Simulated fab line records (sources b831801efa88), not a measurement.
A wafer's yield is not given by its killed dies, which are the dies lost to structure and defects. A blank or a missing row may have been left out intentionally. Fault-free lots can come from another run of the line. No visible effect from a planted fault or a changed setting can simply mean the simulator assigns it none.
fab line records ; flow sky130
[record] lots = 24; wafers = 72; lastDay = 50
route steps=708 shown PWDE@52 LDD_LDN@296 SPACER@306 LOCAL_INTERCONNECT@399 METAL3@567 METAL4@630
lots that met no fault: from a run of the same line without faults
startH: the number of hours between the record's first day and the start of the first shown wafer of the lot ; waitH: hours from the lot's prior step to this one ; " same as the row above ; L1.1+2: a row that stands for several wafers ; - no value, or no start was given ; * or withheld: withheld ; < > ~ a bound
route shown NAME@n: names a module that has steps shown in the file, with the first one's number in the route ; usual: mean/standard deviation of fault-free wafers ; same: alike in all rows ; chamber/n: place in a boat ; sites: per-site readings ; _std_site: the values' standard deviation ; _edge_site: inner sites' mean taken away from outer sites' mean ; radiusMm: for every site, how far away it sits from the centre of the wafer ; mask NAME#n: copy n ; behind: the last tool/chamber to shape the wafer ; hold: the reason the lot was held/the length of the hold in hours/how it ended ; device: transistor that didn't switch, given as n, p or np ; end of line: at the end of the route, the tests of the same wafers ; step lacking rows: just its recipe ; killed: at the first sort, the dies lost to defects and structure; wafer yield is something else ; map: dies across one wafer; x = killed, . = not, _ = none there
set.NAME: the setting the step ran with; set.NAME@STEP: the setting that earlier step ran with ; model.NAME: the simulator's own value behind a step, which no gauge read
a sample of lots followed through the steps of the route, with each step as a table and each wafer as a row
services: when a tool's chamber went out of use (startH, in hours from the record's first day, below 0 if earlier), for how many hours, and the reason
[[steps]]
[step SKY_PWDE_OVL_MEAS_07]
[usual] PWDE_OVL = -0.6/1.4
lot.wafer;tool;chamber;startH;waitH;PWDE_OVL[nm]
L074.1;overlay-02;-;68.72;-;-1.0
L074.2;overlay-02;-;68.72;-;-2.7
L074.3;overlay-02;-;68.72;-;-3.1
L075.3;overlay-02;-;74.37;-;0.5
L075.4;overlay-02;-;74.37;-;-1.4
L075.5;overlay-02;-;74.37;-;0.3
L076.1;overlay-02;-;80.77;-;-3.0
L076.2;overlay-02;-;80.77;-;-2.2
L076.4;overlay-02;-;80.77;-;-1.6
L077.4;overlay-02;-;87.09;-;-1.5
L077.5;overlay-02;-;87.09;-;-2.2
L077.6;overlay-02;-;87.09;-;-1.3
L078.1;overlay-01;-;93.97;-;0.2
L078.2;overlay-01;-;93.97;-;0.9
L078.4;overlay-01;-;93.97;-;0.3
L079.2;overlay-01;-;100.36;-;2.4
L079.4;overlay-01;-;100.36;-;1.9
L079.6;overlay-01;-;100.36;-;0.9
L080.1;overlay-01;-;102.72;-;-0.5
L080.3;overlay-01;-;102.72;-;0.3
L080.4;overlay-01;-;102.72;-;0.9
L081.2;overlay-02;-;109.11;-;-0.8
L081.5;overlay-02;-;109.11;-;-0.8
L081.6;overlay-02;-;109.11;-;-1.3
L082.2;overlay-01;-;114.46;-;0.0
L082.3;overlay-01;-;114.46;-;-0.9
L082.6;overlay-01;-;114.46;-;-1.3
L083.1;overlay-01;-;118.57;-;0.7
L083.4;overlay-01;-;118.57;-;-0.9
L083.5;overlay-01;-;118.57;-;0.5
L084.1;overlay-02;-;123.07;-;-0.5
L084.4;overlay-02;-;123.07;-;-2.2
L084.6;overlay-02;-;123.07;-;-0.2
L085.1;overlay-02;-;131.21;-;-1.7
L085.3;overlay-02;-;131.21;-;-1.7
L085.6;overlay-02;-;131.21;-;-0.7
L086.2;overlay-01;-;137.96;-;-0.1
L086.5;overlay-01;-;137.96;-;0.3
L086.6;overlay-01;-;137.96;-;-1.3
L087.2;overlay-01;-;142.21;-;1.7
L087.4;overlay-01;-;142.21;-;1.7
L087.5;overlay-01;-;142.21;-;0.8
L088.1;overlay-02;-;146.97;-;1.6
L088.3;overlay-02;-;146.97;-;-0.1
L088.4;overlay-02;-;146.97;-;1.7
L089.2;overlay-02;-;151.22;-;-1.3
L089.3;overlay-02;-;151.22;-;-1.2
L089.4;overlay-02;-;151.22;-;0.1
L090.3;overlay-01;-;158.23;-;-2.8
L090.5;overlay-01;-;158.23;-;-3.7
L090.6;overlay-01;-;158.23;-;-2.5
L091.2;overlay-02;-;167.96;-;-5.1
L091.4;overlay-02;-;167.96;-;-2.8
L091.5;overlay-02;-;167.96;-;-3.1
L092.1;overlay-01;-;170.27;-;0.3
L092.2;overlay-01;-;170.27;-;1.4
L092.4;overlay-01;-;170.27;-;0.0
L093.2;overlay-01;-;172.66;-;-1.5
L093.3;overlay-01;-;172.66;-;0.2
L093.5;overlay-01;-;172.66;-;-0.2
L094.1;overlay-02;-;181.47;-;0.3
L094.2;overlay-02;-;181.47;-;-0.3
L094.6;overlay-02;-;181.47;-;-1.9
L095.1;overlay-01;-;186.27;-;0.6
L095.2;overlay-01;-;186.27;-;0.1
L095.3;overlay-01;-;186.27;-;-1.6
L096.3;overlay-02;-;189.18;-;-3.0
L096.4;overlay-02;-;189.18;-;-1.6
L096.5;overlay-02;-;189.18;-;-2.0
L097.3;overlay-01;-;197.12;-;0.9
L097.4;overlay-01;-;197.12;-;0.3
L097.5;overlay-01;-;197.12;-;-0.8
[step SKY_LDD_LDN_OVL_MEAS_07]
[usual] LDD_LDN_OVL = -1.0/1.1
lot.wafer;tool;chamber;startH;waitH;LDD_LDN_OVL[nm]
L074.1;overlay-02;-;528.07;0.1;-1.0
L074.2;overlay-02;-;528.07;0.1;-2.6
L074.3;overlay-02;-;528.07;0.1;0.1
L075.3;overlay-02;-;549.58;0.1;-1.3
L075.4;overlay-02;-;549.58;0.1;-1.5
L075.5;overlay-02;-;549.58;0.1;-0.8
L076.1;overlay-02;-;553.97;0.1;-1.2
L076.2;overlay-02;-;553.97;0.1;-0.3
L076.4;overlay-02;-;553.97;0.1;-1.2
L077.4;overlay-01;-;557.98;0.1;-1.4
L077.5;overlay-01;-;557.98;0.1;-0.1
L077.6;overlay-01;-;557.98;0.1;-0.9
L078.1;overlay-02;-;568.97;0.1;0.6
L078.2;overlay-02;-;568.97;0.1;-0.3
L078.4;overlay-02;-;568.97;0.1;-0.3
L079.2;overlay-02;-;580.02;0.1;-1.5
L079.4;overlay-02;-;580.02;0.1;-1.6
L079.6;overlay-02;-;580.02;0.1;-3.7
L080.1;overlay-02;-;582.40;0.1;-0.8
L080.3;overlay-02;-;582.40;0.1;-0.7
L080.4;overlay-02;-;582.40;0.1;0.6
L081.2;overlay-02;-;595.67;0.1;-0.3
L081.5;overlay-02;-;595.67;0.1;-1.2
L081.6;overlay-02;-;595.67;0.1;-1.4
L082.2;overlay-02;-;609.32;0.1;-2.8
L082.3;overlay-02;-;609.32;0.1;-2.2
L082.6;overlay-02;-;609.32;0.1;-2.8
L083.1;overlay-02;-;610.00;0.1;-3.4
L083.4;overlay-02;-;610.00;0.1;-2.7
L083.5;overlay-02;-;610.00;0.1;-1.9
L084.1;overlay-02;-;618.06;0.1;0.5
L084.4;overlay-02;-;618.06;0.1;-0.3
L084.6;overlay-02;-;618.06;0.1;-0.4
L085.1;overlay-02;-;630.37;0.1;-1.8
L085.3;overlay-02;-;630.37;0.1;-2.0
L085.6;overlay-02;-;630.37;0.1;-2.8
L086.2;overlay-02;-;639.07;0.1;-1.6
L086.5;overlay-02;-;639.07;0.1;-2.1
L086.6;overlay-02;-;639.07;0.1;-1.6
L087.2;overlay-01;-;644.42;0.1;-0.9
L087.4;overlay-01;-;644.42;0.1;0.0
L087.5;overlay-01;-;644.42;0.1;-0.8
L088.1;overlay-01;-;651.50;0.1;-1.1
L088.3;overlay-01;-;651.50;0.1;-1.7
L088.4;overlay-01;-;651.50;0.1;-0.8
L089.2;overlay-01;-;666.97;0.1;-2.0
L089.3;overlay-01;-;666.97;0.1;-2.3
L089.4;overlay-01;-;666.97;0.1;0.3
L090.3;overlay-01;-;668.78;0.1;-0.9
L090.5;overlay-01;-;668.78;0.1;-0.6
L090.6;overlay-01;-;668.78;0.1;-2.0
L091.2;overlay-02;-;675.76;0.1;-0.3
L091.4;overlay-02;-;675.76;0.1;-1.2
L091.5;overlay-02;-;675.76;0.1;-0.4
L092.1;overlay-02;-;680.62;0.1;-1.0
L092.2;overlay-02;-;680.62;0.1;-1.5
L092.4;overlay-02;-;680.62;0.1;-0.2
L093.2;overlay-02;-;685.67;0.1;1.3
L093.3;overlay-02;-;685.67;0.1;0.8
L093.5;overlay-02;-;685.67;0.1;1.4
L094.1;overlay-01;-;693.95;0.1;0.7
L094.2;overlay-01;-;693.95;0.1;-1.9
L094.6;overlay-01;-;693.95;0.1;0.1
L095.1;overlay-02;-;701.27;0.1;-2.5
L095.2;overlay-02;-;701.27;0.1;-1.1
L095.3;overlay-02;-;701.27;0.1;-2.5
L096.3;overlay-01;-;706.62;0.1;0.8
L096.4;overlay-01;-;706.62;0.1;-1.4
L096.5;overlay-01;-;706.62;0.1;-0.4
L097.3;overlay-01;-;717.62;0.1;-1.2
L097.4;overlay-01;-;717.62;0.1;-0.7
L097.5;overlay-01;-;717.62;0.1;-1.0
[step SKY_SPACER_ETCHBACK_02]
[recipe] chemistry = CH3F/O2; target = Si3N4; stopOn = SiO2; sourceW = 400; biasW = 80; pressureMtorr = 25; ch3fFlowSccm = 40; O2_flow_sccm = 30; timeS = 46.7; targetDepthA = 450
[usual] chamberPressureMTorr = 25.001/0.023; drypumpMotorCurrentA = 5.8/0.42; oesProductAu = 0.856/0.0057; throttleValvePct = 10.562/0.009
lot.wafer;tool;chamber;startH;waitH;chamberPressureMTorr;drypumpMotorCurrentA;oesProductAu;rfHoursCounterH;throttleValvePct
L074.1;rieDiel-02;3;530.64;0.1;24.970;5.4;0.855;4;10.544
L074.2;rieDiel-02;0;530.64;0.1;25.016;5.1;0.860;4;10.561
L074.3;rieDiel-02;2;530.64;0.1;24.989;6.5;0.863;12;10.548
L075.3;rieDiel-03;2;552.09;0.0;25.027;5.5;0.864;3;10.573
L075.4;rieDiel-03;1;552.09;0.0;24.965;6.0;0.842;9;10.578
L075.5;rieDiel-03;2;552.09;0.0;24.993;5.5;0.850;-;10.560
L076.1;rieDiel-03;2;556.08;0.1;25.008;5.5;0.852;3;10.573
L076.2;rieDiel-03;1;556.08;0.1;25.045;6.0;0.854;9;10.570
L076.4;rieDiel-03;0;556.08;0.1;25.005;5.7;0.857;67;10.556
L077.4;rieDiel-01;3;560.17;0.0;24.966;6.0;0.860;15;10.568
L077.5;rieDiel-01;0;560.17;0.0;24.994;6.0;0.855;-;10.582
L077.6;rieDiel-01;3;560.17;0.0;24.997;6.0;0.857;-;10.565
L078.1;rieDiel-02;0;571.08;0.1;24.999;5.1;0.850;6;10.559
L078.2;rieDiel-02;2;571.08;0.1;25.029;6.4;0.856;13;10.549
L078.4;rieDiel-02;1;571.08;0.1;25.008;6.3;0.854;9;10.562
L079.2;rieDiel-02;2;582.13;0.0;25.028;6.5;0.857;13;10.559
L079.4;rieDiel-02;0;582.13;0.0;24.959;5.1;0.866;6;10.562
L079.6;rieDiel-02;1;582.13;0.0;24.973;6.3;0.857;-;10.567
L080.1;rieDiel-03;2;584.52;0.1;25.034;5.5;0.853;3;10.584
L080.3;rieDiel-03;1;584.52;0.1;25.065;6.1;0.847;10;10.547
L080.4;rieDiel-03;0;584.52;0.1;25.023;5.6;0.853;67;10.545
L081.2;rieDiel-02;3;597.78;0.0;24.984;5.4;0.854;6;10.562
L081.5;rieDiel-02;3;597.78;0.0;25.018;5.4;0.855;-;10.560
L081.6;rieDiel-02;2;597.78;0.0;24.954;6.4;0.856;-;10.565
L082.2;rieDiel-02;2;611.42;0.0;25.000;6.4;0.867;14;10.561
L082.3;rieDiel-02;1;611.42;0.0;24.973;6.4;0.861;10;10.561
L082.6;rieDiel-02;1;611.42;0.0;25.012;6.3;0.867;-;10.559
L083.1;rieDiel-01;2;612.63;0.1;25.041;5.6;0.860;59;10.562
L083.4;rieDiel-01;0;612.63;0.1;24.989;5.9;0.851;23;10.563
L083.5;rieDiel-01;1;612.63;0.1;24.994;5.5;0.861;-;10.566
L084.1;rieDiel-02;2;620.89;0.1;24.994;6.4;0.855;14;10.566
L084.4;rieDiel-02;1;620.89;0.1;25.050;6.3;0.858;10;10.563
L084.6;rieDiel-02;1;620.89;0.1;25.024;6.3;0.855;-;10.561
L085.1;rieDiel-02;3;632.48;0.1;24.994;5.4;0.853;7;10.568
L085.3;rieDiel-02;0;632.48;0.1;25.005;5.1;0.860;7;10.556
L085.6;rieDiel-02;2;632.48;0.1;24.955;6.4;0.860;-;10.558
L086.2;rieDiel-03;2;641.17;0.0;25.013;5.5;0.852;4;10.572
L086.5;rieDiel-03;0;641.17;0.0;25.041;5.6;0.849;-;10.556
L086.6;rieDiel-03;3;641.17;0.0;25.026;5.8;0.859;-;10.555
L087.2;rieDiel-03;2;647.13;0.0;24.990;5.5;0.866;4;10.567
L087.4;rieDiel-03;1;647.13;0.0;24.979;6.1;0.855;11;10.571
L087.5;rieDiel-03;1;647.13;0.0;25.002;6.1;0.857;-;10.578
L088.1;rieDiel-03;1;654.61;0.1;24.965;6.0;0.861;11;10.566
L088.3;rieDiel-03;3;654.61;0.1;25.001;5.8;0.855;11;10.567
L088.4;rieDiel-03;2;654.61;0.1;24.969;5.5;0.851;4;10.557
L089.2;rieDiel-01;2;669.08;0.0;24.957;5.6;0.844;60;10.559
L089.3;rieDiel-01;1;669.08;0.0;24.991;5.5;0.847;41;10.565
L089.4;rieDiel-01;3;669.08;0.0;25.001;6.0;0.851;17;10.573
L090.3;rieDiel-03;1;671.34;0.0;24.999;6.0;0.852;11;10.563
L090.5;rieDiel-03;1;671.34;0.0;25.000;6.0;0.855;-;10.565
L090.6;rieDiel-03;0;671.34;0.0;24.981;5.6;0.861;-;10.565
L091.2;rieDiel-01;1;678.09;0.0;25.038;5.5;0.855;41;10.555
L091.4;rieDiel-01;3;678.09;0.0;24.999;6.0;0.861;-;10.545
L091.5;rieDiel-01;1;678.09;0.0;25.021;5.5;0.850;-;10.578
L092.1;rieDiel-01;1;682.73;0.1;24.970;5.5;0.845;42;10.546
L092.2;rieDiel-01;0;682.73;0.1;25.028;5.9;0.855;25;10.571
L092.4;rieDiel-01;1;682.73;0.1;25.023;5.5;0.860;-;10.583
L093.2;rieDiel-02;1;687.78;0.0;24.939;6.3;0.858;12;10.560
L093.3;rieDiel-02;2;687.78;0.0;25.017;6.5;0.854;16;10.575
L093.5;rieDiel-02;2;687.78;0.0;25.015;6.4;0.852;-;10.569
L094.1;rieDiel-02;1;696.10;0.1;24.934;6.3;0.857;12;10.562
L094.2;rieDiel-02;3;696.10;0.1;24.981;5.4;0.858;8;10.565
L094.6;rieDiel-02;2;696.10;0.1;25.010;6.4;0.850;-;10.562
L095.1;rieDiel-02;2;703.39;0.1;25.007;6.5;0.856;16;10.573
L095.2;rieDiel-02;3;703.39;0.1;25.048;5.5;0.856;8;10.543
L095.3;rieDiel-02;0;703.39;0.1;24.977;5.1;0.868;8;10.570
L096.3;rieDiel-03;1;710.09;0.0;24.991;6.1;0.855;12;10.565
L096.4;rieDiel-03;0;710.09;0.0;25.052;5.6;0.860;1;10.551
L096.5;rieDiel-03;2;710.09;0.0;24.980;5.5;0.853;-;10.570
L097.3;rieDiel-02;1;719.72;0.0;24.971;6.3;0.854;13;10.567
L097.4;rieDiel-02;2;719.72;0.0;25.019;6.5;0.854;17;10.572
L097.5;rieDiel-02;0;719.72;0.0;24.983;5.1;0.856;-;10.568
[step SKY_LOCAL_INTERCONNECT_OVL_MEAS_12]
[usual] LOCAL_INTERCONNECT_OVL = 4/6
lot.wafer;tool;chamber;startH;waitH;LOCAL_INTERCONNECT_OVL[nm]
L074.1;overlay-01;-;707.03;0.1;5
L074.2;overlay-01;-;707.03;0.1;7
L074.3;overlay-01;-;707.03;0.1;12
L075.3;overlay-01;-;728.30;0.1;-5
L075.4;overlay-01;-;728.30;0.1;2
L075.5;overlay-01;-;728.30;0.1;-2
L076.1;overlay-01;-;733.99;0.1;8
L076.2;overlay-01;-;733.99;0.1;10
L076.4;overlay-01;-;733.99;0.1;9
L077.4;overlay-02;-;736.89;0.1;2
L077.5;overlay-02;-;736.89;0.1;-4
L077.6;overlay-02;-;736.89;0.1;-5
L078.1;overlay-02;-;745.39;0.1;5
L078.2;overlay-02;-;745.39;0.1;2
L078.4;overlay-02;-;745.39;0.1;8
L079.2;overlay-02;-;755.65;0.1;6
L079.4;overlay-02;-;755.65;0.1;7
L079.6;overlay-02;-;755.65;0.1;5
L080.1;overlay-01;-;758.68;0.1;2
L080.3;overlay-01;-;758.68;0.1;-3
L080.4;overlay-01;-;758.68;0.1;-5
L081.2;overlay-02;-;769.65;0.1;0
L081.5;overlay-02;-;769.65;0.1;4
L081.6;overlay-02;-;769.65;0.1;4
L082.2;overlay-02;-;782.40;0.1;-4
L082.3;overlay-02;-;782.40;0.1;-4
L082.6;overlay-02;-;782.40;0.1;-1
L083.1;overlay-01;-;783.44;0.1;16
L083.4;overlay-01;-;783.44;0.1;23
L083.5;overlay-01;-;783.44;0.1;14
L084.1;overlay-02;-;792.03;0.1;-7
L084.4;overlay-02;-;792.03;0.1;5
L084.6;overlay-02;-;792.03;0.1;-1
L085.1;overlay-01;-;801.72;0.1;11
L085.3;overlay-01;-;801.72;0.1;10
L085.6;overlay-01;-;801.72;0.1;14
L086.2;overlay-01;-;809.34;0.1;8
L086.5;overlay-01;-;809.34;0.1;5
L086.6;overlay-01;-;809.34;0.1;2
L087.2;overlay-02;-;814.13;0.1;-1
L087.4;overlay-02;-;814.13;0.1;3
L087.5;overlay-02;-;814.13;0.1;4
L088.1;overlay-02;-;822.18;0.1;5
L088.3;overlay-02;-;822.18;0.1;9
L088.4;overlay-02;-;822.18;0.1;7
L089.2;overlay-01;-;834.64;0.1;-4
L089.3;overlay-01;-;834.64;0.1;-6
L089.4;overlay-01;-;834.64;0.1;-3
L090.3;overlay-02;-;838.39;0.1;10
L090.5;overlay-02;-;838.39;0.1;14
L090.6;overlay-02;-;838.39;0.1;0
L091.2;overlay-01;-;843.05;0.1;16
L091.4;overlay-01;-;843.05;0.1;12
L091.5;overlay-01;-;843.05;0.1;10
L092.1;overlay-02;-;848.37;0.1;4
L092.2;overlay-02;-;848.37;0.1;3
L092.4;overlay-02;-;848.37;0.1;0
L093.2;overlay-02;-;852.14;0.1;1
L093.3;overlay-02;-;852.14;0.1;-6
L093.5;overlay-02;-;852.14;0.1;0
L094.1;overlay-01;-;859.48;0.1;-2
L094.2;overlay-01;-;859.48;0.1;-5
L094.6;overlay-01;-;859.48;0.1;1
L095.1;overlay-02;-;866.48;0.1;7
L095.2;overlay-02;-;866.48;0.1;5
L095.3;overlay-02;-;866.48;0.1;8
L096.3;overlay-02;-;870.70;0.1;3
L096.4;overlay-02;-;870.70;0.1;4
L096.5;overlay-02;-;870.70;0.1;3
L097.3;overlay-02;-;880.35;0.1;14
L097.4;overlay-02;-;880.35;0.1;2
L097.5;overlay-02;-;880.35;0.1;9
[step SKY_METAL3_ETCH_17]
[recipe] target = SiO2; stopOn = TiN; chemistry = C4F8/O2/Ar; sourceW = 1500; biasW = 1200; pressureMtorr = 40; c4f8FlowSccm = withheld; O2_flow_sccm = 6; Ar_flow_sccm = 300; timeS = 3.9; targetDepthA = 150
[usual] chamberPressureMTorr = 40.00/0.036; oesProductAu = 0.754/0.0073
lot.wafer;tool;chamber;startH;waitH;chamberPressureMTorr;oesProductAu;rfHoursCounterH
L074.1;rieDiel-03;0;901.10;0.1;40.03;0.746;5
L074.2;rieDiel-03;1;901.10;0.1;40.03;0.751;16
L074.3;rieDiel-03;2;901.10;0.1;40.01;0.761;10
L075.3;rieDiel-04;0;921.35;0.0;40.02;0.750;22
L075.4;rieDiel-04;2;921.35;0.0;40.05;0.759;27
L075.5;rieDiel-04;3;921.35;0.0;39.96;0.756;-
L076.1;rieDiel-04;2;926.60;0.1;40.05;0.754;27
L076.2;rieDiel-04;1;926.60;0.1;39.96;0.760;11
L076.4;rieDiel-04;0;926.60;0.1;39.98;0.760;22
L077.4;rieDiel-04;0;929.40;0.0;39.98;0.748;22
L077.5;rieDiel-04;1;929.40;0.0;39.93;0.748;-
L077.6;rieDiel-04;0;929.40;0.0;40.05;0.747;-
L078.1;rieDiel-01;1;936.20;0.1;40.00;0.758;5
L078.2;rieDiel-01;0;936.20;0.1;40.03;0.742;2
L078.4;rieDiel-01;3;936.20;0.1;39.98;0.750;24
L079.2;rieDiel-01;0;947.80;0.1;40.11;0.765;2
L079.4;rieDiel-01;1;947.80;0.1;39.97;0.767;5
L079.6;rieDiel-01;1;947.80;0.1;39.99;0.755;-
L080.1;rieDiel-03;0;948.15;0.1;40.03;0.737;7
L080.3;rieDiel-03;2;948.15;0.1;39.99;0.748;11
L080.4;rieDiel-03;1;948.15;0.1;40.01;0.756;17
L081.2;rieDiel-04;2;960.90;0.1;40.04;0.745;28
L081.5;rieDiel-04;1;960.90;0.1;40.00;0.758;-
L081.6;rieDiel-04;0;960.90;0.1;40.01;0.768;-
L082.2;rieDiel-04;2;971.60;0.1;40.01;0.749;29
L082.3;rieDiel-04;1;971.60;0.1;40.01;0.758;13
L082.6;rieDiel-04;0;971.60;0.1;39.97;0.755;-
L083.1;rieDiel-03;2;972.55;0.1;40.05;0.753;11
L083.4;rieDiel-03;0;972.55;0.1;39.98;0.760;7
L083.5;rieDiel-03;1;972.55;0.1;39.94;0.764;-
L084.1;rieDiel-04;0;980.96;0.1;39.94;0.753;24
L084.4;rieDiel-04;3;980.96;0.1;39.96;0.757;22
L084.6;rieDiel-04;2;980.96;0.1;39.96;0.753;-
L085.1;rieDiel-04;3;988.29;0.1;40.01;0.748;23
L085.3;rieDiel-04;0;988.29;0.1;39.98;0.755;24
L085.6;rieDiel-04;3;988.29;0.1;39.96;0.753;-
L086.2;rieDiel-03;1;994.24;0.1;40.02;0.737;19
L086.5;rieDiel-03;3;994.24;0.1;39.97;0.758;-
L086.6;rieDiel-03;0;994.24;0.1;39.92;0.752;-
L087.2;rieDiel-04;0;999.51;0.1;40.00;0.747;24
L087.4;rieDiel-04;2;999.51;0.1;39.94;0.757;30
L087.5;rieDiel-04;0;999.51;0.1;40.01;0.753;-
L088.1;rieDiel-01;1;1007.25;0.1;39.99;0.752;7
L088.3;rieDiel-01;2;1007.25;0.1;40.04;0.753;10
L088.4;rieDiel-01;3;1007.25;0.1;40.03;0.763;26
L089.2;rieDiel-04;1;1017.30;0.1;40.03;0.761;14
L089.3;rieDiel-04;3;1017.30;0.1;39.98;0.759;24
L089.4;rieDiel-04;0;1017.30;0.1;39.99;0.759;25
L090.3;rieDiel-03;0;1020.70;0.0;40.04;0.748;9
L090.5;rieDiel-03;3;1020.70;0.0;40.05;0.750;-
L090.6;rieDiel-03;2;1020.70;0.0;40.01;0.759;-
L091.2;rieDiel-04;2;1025.26;0.1;39.94;0.757;30
L091.4;rieDiel-04;2;1025.26;0.1;39.94;0.748;-
L091.5;rieDiel-04;1;1025.26;0.1;39.98;0.744;-
L092.1;rieDiel-04;3;1031.31;0.1;39.92;0.751;24
L092.2;rieDiel-04;1;1031.31;0.1;40.00;0.750;15
L092.4;rieDiel-04;1;1031.31;0.1;40.01;0.769;-
L093.2;rieDiel-01;1;1032.78;0.1;40.00;0.739;8
L093.3;rieDiel-01;2;1032.78;0.1;40.04;0.742;11
L093.5;rieDiel-01;1;1032.78;0.1;39.96;0.756;-
L094.1;rieDiel-03;2;1040.29;0.2;40.02;0.750;14
L094.2;rieDiel-03;1;1040.29;0.2;40.01;0.756;20
L094.6;rieDiel-03;1;1040.29;0.2;40.05;0.759;-
L095.1;rieDiel-01;1;1045.15;0.1;40.00;0.759;9
L095.2;rieDiel-01;2;1045.15;0.1;39.99;0.749;11
L095.3;rieDiel-01;0;1045.15;0.1;40.05;0.763;5
L096.3;rieDiel-03;1;1050.53;0.1;39.95;0.748;20
L096.4;rieDiel-03;3;1050.53;0.1;39.93;0.760;21
L096.5;rieDiel-03;3;1050.53;0.1;39.98;0.761;-
L097.3;rieDiel-01;0;1058.55;0.0;39.99;0.765;6
L097.4;rieDiel-01;3;1058.55;0.0;40.05;0.756;1
L097.5;rieDiel-01;2;1058.55;0.0;39.99;0.748;-
[step SKY_METAL4_OVL_MEAS_14]
[usual] METAL4_OVL = -4/4.8
lot.wafer;tool;chamber;startH;waitH;METAL4_OVL[nm]
L074.1;overlay-01;-;980.39;0.1;-6
L074.2;overlay-01;-;980.39;0.1;-5
L074.3;overlay-01;-;980.39;0.1;-2
L075.3;overlay-01;-;998.45;0.1;-6
L075.4;overlay-01;-;998.45;0.1;-8
L075.5;overlay-01;-;998.45;0.1;-7
L076.1;overlay-02;-;1003.14;0.1;-3
L076.2;overlay-02;-;1003.14;0.1;-3
L076.4;overlay-02;-;1003.14;0.1;-3
L077.4;overlay-01;-;1006.96;0.1;-3
L077.5;overlay-01;-;1006.96;0.1;-3
L077.6;overlay-01;-;1006.96;0.1;-1
L078.1;overlay-02;-;1013.09;0.1;3
L078.2;overlay-02;-;1013.09;0.1;3
L078.4;overlay-02;-;1013.09;0.1;10
L079.2;overlay-02;-;1022.28;0.1;-9
L079.4;overlay-02;-;1022.28;0.1;-8
L079.6;overlay-02;-;1022.28;0.1;-10
L080.1;overlay-02;-;1023.69;0.1;-5
L080.3;overlay-02;-;1023.69;0.1;2
L080.4;overlay-02;-;1023.69;0.1;-3
L081.2;overlay-01;-;1033.49;0.1;-9
L081.5;overlay-01;-;1033.49;0.1;-13
L081.6;overlay-01;-;1033.49;0.1;-9
L082.2;overlay-02;-;1042.74;0.1;-3
L082.3;overlay-02;-;1042.74;0.1;-3
L082.6;overlay-02;-;1042.74;0.1;0
L083.1;overlay-01;-;1046.03;0.1;-8
L083.4;overlay-01;-;1046.03;0.1;-3
L083.5;overlay-01;-;1046.03;0.1;-7
L084.1;overlay-01;-;1054.79;0.1;-16
L084.4;overlay-01;-;1054.79;0.1;-5
L084.6;overlay-01;-;1054.79;0.1;-8
L085.1;overlay-01;-;1059.29;0.1;-4
L085.3;overlay-01;-;1059.29;0.1;-1
L085.6;overlay-01;-;1059.29;0.1;0
L086.2;overlay-02;-;1065.04;0.1;-3
L086.5;overlay-02;-;1065.04;0.1;-6
L086.6;overlay-02;-;1065.04;0.1;4
L087.2;overlay-02;-;1070.79;0.1;2
L087.4;overlay-02;-;1070.79;0.1;-1
L087.5;overlay-02;-;1070.79;0.1;1
L088.1;overlay-02;-;1078.89;0.1;-10
L088.3;overlay-02;-;1078.89;0.1;-11
L088.4;overlay-02;-;1078.89;0.1;-7
L089.2;overlay-02;-;1085.69;0.1;0
L089.3;overlay-02;-;1085.69;0.1;3
L089.4;overlay-02;-;1085.69;0.1;0
L090.3;overlay-01;-;1089.95;0.1;-11
L090.5;overlay-01;-;1089.95;0.1;-14
L090.6;overlay-01;-;1089.95;0.1;-7
L091.2;overlay-01;-;1095.04;0.1;-1
L091.4;overlay-01;-;1095.04;0.1;-5
L091.5;overlay-01;-;1095.04;0.1;-11
L092.1;overlay-01;-;1100.74;0.1;-1
L092.2;overlay-01;-;1100.74;0.1;-1
L092.4;overlay-01;-;1100.74;0.1;-1
L093.2;overlay-01;-;1101.99;0.1;-4
L093.3;overlay-01;-;1101.99;0.1;-1
L093.5;overlay-01;-;1101.99;0.1;-3
L094.1;overlay-01;-;1107.64;0.1;-1
L094.2;overlay-01;-;1107.64;0.1;-7
L094.6;overlay-01;-;1107.64;0.1;-10
L095.1;overlay-02;-;1113.08;0.1;8
L095.2;overlay-02;-;1113.08;0.1;4
L095.3;overlay-02;-;1113.08;0.1;-1
L096.3;overlay-01;-;1116.65;0.1;2
L096.4;overlay-01;-;1116.65;0.1;-5
L096.5;overlay-01;-;1116.65;0.1;4
L097.3;overlay-02;-;1124.75;0.1;2
L097.4;overlay-02;-;1124.75;0.1;-2
L097.5;overlay-02;-;1124.75;0.1;-7
[[services]]
tool;chamber;startH;hours;kind
rieDiel-03;-;520.99;1.1;repair
rieDiel-03;1;531.10;5.1;repair
rieDiel-02;1;534.46;19.1;repair
rieDiel-03;0;534.78;5.8;repair
rieDiel-01;1;538.04;10.7;repair
rieDiel-02;0;553.19;2.7;repair
rieDiel-04;0;570.59;6.4;repair
rieDiel-01;0;581.58;3.8;repair
rieDiel-03;-;585.31;2.8;pm
rieDiel-04;-;610.31;14.6;pm
rieDiel-03;-;621.55;0.7;repair
rieDiel-04;1;646.31;4.9;repair
rieDiel-04;0;666.80;4.8;repair
rieDiel-03;-;671.42;3.3;repair
rieDiel-03;-;678.38;0.2;repair
rieDiel-04;0;722.37;15.5;repair
rieDiel-01;1;722.44;5.1;repair
rieDiel-04;3;732.15;4.1;repair
rieDiel-02;1;740.17;2.5;repair
rieDiel-03;0;758.07;11.0;repair
rieDiel-04;2;797.40;1.9;repair
rieDiel-02;0;804.68;3.1;repair
rieDiel-01;-;809.34;2.8;pm
rieDiel-03;1;1001.77;13.3;repair
[[key]]
fault none
